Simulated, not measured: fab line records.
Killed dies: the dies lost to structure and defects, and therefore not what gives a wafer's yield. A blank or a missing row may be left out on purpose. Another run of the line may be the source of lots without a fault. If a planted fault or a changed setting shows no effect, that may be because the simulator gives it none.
Comparing a struck lot with a sound one -- flow gf180mcu -- 43 steps out of a route of 602
Sound: wafers L144.2, L144.3, L144.5. Wafers L135.2, L135.4, L135.5 were the ones struck. The cause is given at the end.
Order at every step that has rows: each side's tool, ch and its chambers, its first start. Under that, the readings that differ: sound wafers -- struck wafers -- difference of the means -- sigmas: that difference in standard deviations of wafers without a fault.
alike: words and numbers the same on both sides, and readings whose means are apart by under 2 such deviations; not compared: readings that were withheld, readings missing a value for some wafer, numbers with overlapping values and no deviation given by the record, and bounds like >300 which may hide the same value.
A row with sigmas, a row that says differs or no value, or rows on one side alone: a step with any of these is where the two part. Numbers that don't overlap but have no deviation are shown without sigmas and don't part them. A reading missing from all wafers of one side parts the sides only when that side holds two or more wafers.

first, 10 steps without rows for these wafers: GF_NWELL_COAT_02 (resist thk 3000 nm); GF_NWELL_SOFTBAKE_03; GF_NWELL_EXPOSE_04 (exposes mask Nwell, target cd 860 nm); GF_NWELL_PEB_05; GF_NWELL_DEVELOP_06 (develop time 60 s); GF_NWELL_IMPLANT_08; GF_NWELL_IMPLANT_09; GF_NWELL_STRIP_10 (strips in O2/N2); GF_LVPWELL_DEHYDRATE_00 (time 60 s); GF_LVPWELL_HMDS_01 (prime time 60 s).
GF_LVPWELL_COAT_02: resist thk 3000 nm.
  sound on litho-track-04 ch 0, day 7 18:38; struck on litho-track-01, day 5 18:28
  no value came back on the struck wafers for chill-plate-temp-C (C), dispense-pressure-kPa (kPa); on the sound wafers chill-plate-temp-C (C) reads 23.05 22.81 22.84
then, 4 steps without rows for these wafers: GF_LVPWELL_SOFTBAKE_03; GF_LVPWELL_EXPOSE_04 (exposes mask LVPWELL, target cd 600 nm); GF_LVPWELL_PEB_05; GF_LVPWELL_DEVELOP_06 (develop time 60 s).
GF_LVPWELL_OVL_MEAS_07:
  sound: overlay-02 at day 8 02:44; struck: overlay-01 at day 6 01:35
reading,sound,struck,difference,sigmas
LVPWELL_OVL (nm),-3.1 1.3 -0.4,- - -,no value on the struck wafers,
then, 13 steps without rows for these wafers: GF_LVPWELL_IMPLANT_08; GF_LVPWELL_IMPLANT_09; GF_LVPWELL_STRIP_10 (strips in O2/N2); GF_MVSD_DEHYDRATE_00 (time 60 s); GF_MVSD_HMDS_01 (prime time 60 s); GF_MVSD_COAT_02 (resist thk 3000 nm); GF_MVSD_SOFTBAKE_03; GF_MVSD_EXPOSE_04 (exposes mask MVSD, target cd 1000 nm); GF_MVSD_PEB_05; GF_MVSD_DEVELOP_06 (develop time 60 s); GF_MVSD_IMPLANT_08; GF_MVSD_IMPLANT_09; GF_MVSD_STRIP_10 (strips in O2/N2).
GF_MVSD_TW_MEAS_11:
  sound: film-metro-04 at day 8 20:19; struck: film-metro-04 at day 6 17:53
reading,sound,struck,difference,sigmas
MVSD_TW,1581 1580 1571,1609 1612 1602,+30,+4
then, 7 steps without rows for these wafers: GF_MVPSD_DEHYDRATE_00 (time 60 s); GF_MVPSD_HMDS_01 (prime time 60 s); GF_MVPSD_COAT_02 (resist thk 3000 nm); GF_MVPSD_SOFTBAKE_03; GF_MVPSD_EXPOSE_04 (exposes mask MVPSD, target cd 1000 nm); GF_MVPSD_PEB_05; GF_MVPSD_DEVELOP_06 (develop time 60 s).
GF_MVPSD_TW_MEAS_11:
  sound: film-metro-01 at day 9 13:34; struck: film-metro-03 at day 7 09:16
reading,sound,struck,difference,sigmas
MVPSD_TW,549 549 549,695 695 692,+145,+43
GF_VT_IMPLANT_TW_MEAS_10:
  sound: film-metro-02 at day 10 07:34; struck: film-metro-01 at day 8 01:55
reading,sound,struck,difference,sigmas
VT_IMPLANT_TW,552 551 553,696 698 695,+144,+25
GF_VT_IMPLANT_TW_MEAS_21:
  sound: film-metro-03 at day 11 01:58; struck: film-metro-02 at day 8 17:58
  alike: VT_IMPLANT_2_TW
GF_VT_IMPLANT_TW_MEAS_32:
  sound: film-metro-03 at day 11 20:40; struck: film-metro-02 at day 9 11:07
reading,sound,struck,difference,sigmas
VT_IMPLANT_3_TW,269.0 268.5 268.5,564.4 561.1 564.3,+294.6,+99 or more
GF_VT_IMPLANT_TW_MEAS_43:
  sound: film-metro-02 at day 12 16:43; struck: film-metro-02 at day 10 04:55
reading,sound,struck,difference,sigmas
VT_IMPLANT_4_TW,680 684 685,769 774 771,+88,+12
-- here the record skips 22 days between the struck wafers' starts before and after, leaving off in module VT_IMPLANT and picking up in module PASSIVATION (first step shown: number 602 of the route) --
GF_PASSIVATION_PROBE_99:
  the record has rows for the struck wafers here (prober-02, day 31 22:28) and none for the sound ones

WHERE THEY PART
First at GF_LVPWELL_COAT_02; last, within this record, at GF_PASSIVATION_PROBE_99.

WHY: what had been put in by the simulator
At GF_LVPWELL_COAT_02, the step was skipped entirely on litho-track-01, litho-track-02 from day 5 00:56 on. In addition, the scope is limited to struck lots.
